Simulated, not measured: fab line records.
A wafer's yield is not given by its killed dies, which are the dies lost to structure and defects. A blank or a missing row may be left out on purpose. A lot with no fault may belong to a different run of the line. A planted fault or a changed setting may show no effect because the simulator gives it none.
Which of the tools did it?	flow gf180mcu	42 wafers from 14 lots sampled at 4 of the route's 602 steps

== WHAT EACH GAUGE READ, for each wafer ==
GF_STI_BOW_MEAS_00. Usual: for INCOMING_BOW the level is 0 um and the standard deviation is 7.
lot	measured	on	INCOMING_BOW (um)	flag
L986	day 1 15:00	film metro-01	-7 1 -8	
L988	day 2 01:00	film metro-03	-3 -16 -5	
L989	day 2 06:01	film metro-02	3 0 11	
L992	day 2 21:00	film metro-03	-5 1 12	
L993	day 3 02:00	film metro-02	3 -6 0	
L994	day 3 07:01	film metro-03	9 -3 2	
L995	day 3 12:01	film metro-02	12 -11 -4	
L996	day 3 17:04	film metro-03	-6 1 -1	
L997	day 3 22:01	film metro-02	2 2 -6	
L100	day 4 13:00	film metro-03	-4 -6 -7	
L101	day 4 18:00	film metro-02	13 -8 0	
L102	day 4 23:00	film metro-02	-6 1 6	
L103	day 5 04:01	film metro-03	-3 7 -2	
L108	day 6 05:01	film metro-03	-12 -7 6	

GF_STI_THK_MEAS_24. Usual: for STI_CVD_23_THK the level is 649 nm and the standard deviation is 6.5.
lot	measured	on	STI_CVD_23_THK (nm)	flag
L986	day 2 08:47	film metro-03	655 656 653	
L988	day 2 18:56	film metro-02	638 640 652	
L989	day 3 00:18	film metro-03	643 642 653	
L992	day 3 16:42	film metro-02	656 645 650	
L993	day 3 21:00	film metro-02	649 646 643	
L994	day 4 02:20	film metro-01	656 650 647	
L995	day 4 08:02	film metro-01	662 659 652	
L996	day 4 13:28	film metro-03	651 651 645	
L997	day 4 17:13	film metro-03	659 658 649	
L100	day 5 09:20	film metro-03	646 659 642	
L101	day 5 14:35	film metro-02	638 645 649	
L102	day 5 17:56	film metro-02	654 649 656	
L103	day 5 23:44	film metro-02	639 649 643	
L108	day 7 03:47	film metro-02	664 660 653	

GF_HV_LDD_CD_MEAS_46: the cd target is 400 nm. Usual: cd nm reads 400.0 nm (standard deviation 2.5).
lot	measured	on	cd nm (nm)	flag
L986	day 12 15:28	cd sem-01	396.6 396.7 396.4	
L988	day 13 06:38	cd sem-02	401.1 402.1 401.3	
L989	day 13 15:16	cd sem-02	396.9 396.5 397.1	
L992	day 14 15:38	cd sem-01	400.8 399.1 399.6	
L993	day 15 03:52	cd sem-01	401.3 401.6 401.8	
L994	day 15 09:20	cd sem-01	396.5 395.9 396.2	
L995	day 15 18:31	cd sem-01	401.8 396.9 399.8	
L996	day 16 01:58	cd sem-02	402.6 401.4 402.0	
L997	day 16 05:53	cd sem-02	405.9 405.0 404.4	
L100	day 17 09:04	cd sem-01	- - -	OFF
L101	day 17 22:31	cd sem-02	- - -	OFF
L102	day 18 00:26	cd sem-02	- - -	OFF
L103	day 18 15:02	cd sem-01	399.3 399.2 397.5	
L108	day 20 07:49	cd sem-01	397.8 398.6 396.7	

== EACH LOT AND THE TOOL THAT RAN IT (in order: tool; ch and the chambers of the sampled wafers; start) ==
lot	GF_HV_LDD_COAT_41
L986	litho track-02 ch 0, day 12 05:50
L988	litho track-02 ch 0, day 12 20:29
L989	litho track-03 ch 0, day 13 05:44
L992	litho track-01 ch 0, day 14 05:10
L993	litho track-02 ch 0, day 14 17:14
L994	litho track-02 ch 0, day 14 22:31
L995	litho track-01 ch 0, day 15 07:41
L996	litho track-02 ch 0, day 15 14:22
L997	litho track-02 ch 0, day 15 19:10
L100	litho track-03, day 16 21:13
L101	litho track-03, day 17 10:37
L102	litho track-02, day 17 12:05
L103	litho track-03 ch 0, day 18 03:08
L108	litho track-03 ch 0, day 19 19:14
- GF_HV_LDD_COAT_41: resist thk 1000 nm.

== AS READ BY THE TOOLS THEMSELVES (means over the sampled wafers that have a number; for cases with no such wafer, the mark the record gives instead) ==
GF_HV_LDD_COAT_41. Usual: chill plate temp C 23.00 C, standard deviation 0.093; dispense pressure kPa 49.52 kPa, standard deviation 0.23.
lot	tool	chill plate temp C (C)	dispense pressure kPa (kPa)	flag
L986	litho track-02	22.96	49.60	
L988	litho track-02	22.99	49.54	
L989	litho track-03	23.02	49.77	
L992	litho track-01	22.93	49.16	
L993	litho track-02	23.12	49.56	
L994	litho track-02	23.05	49.56	
L995	litho track-01	23.02	49.07	
L996	litho track-02	23.05	49.55	
L997	litho track-02	23.06	49.56	
L100	litho track-03	-	-	OFF
L101	litho track-03	-	-	OFF
L102	litho track-02	-	-	OFF
L103	litho track-03	23.03	49.81	
L108	litho track-03	23.01	49.77	

== THE ANSWER, worked out from the rows above alone ==
Rule: a lot counts as off when the mean over its wafers that have a number is more than 3 standard deviations away from the usual mean. A lot without any number at a reading at which 4 lots or more have one is off too. All remaining lots with rows at the step are treated as sound. Order of review: gauges by route order, followed by the tools' own readings, for which a lot's mean as printed above is used. At the first step where some lot is off, the reading lying furthest off is the one used; lots without a number count as furthest.
Off: L100, L101, L102, at GF_HV_LDD_CD_MEAS_46 (cd nm). Without a number there: L100, L101, L102.
If a tool, at a process step before that reading, ran all the lots that are off and no sound lot after the first of them, it fits. Not tried: the gauges at GF_HV_LDD_CD_MEAS_46; whatever is off there is also off at GF_HV_LDD_COAT_41, on other tools, and gauge error can't account for it. No candidate that was tried fits.

== WHAT THE SIMULATOR PUT IN ==
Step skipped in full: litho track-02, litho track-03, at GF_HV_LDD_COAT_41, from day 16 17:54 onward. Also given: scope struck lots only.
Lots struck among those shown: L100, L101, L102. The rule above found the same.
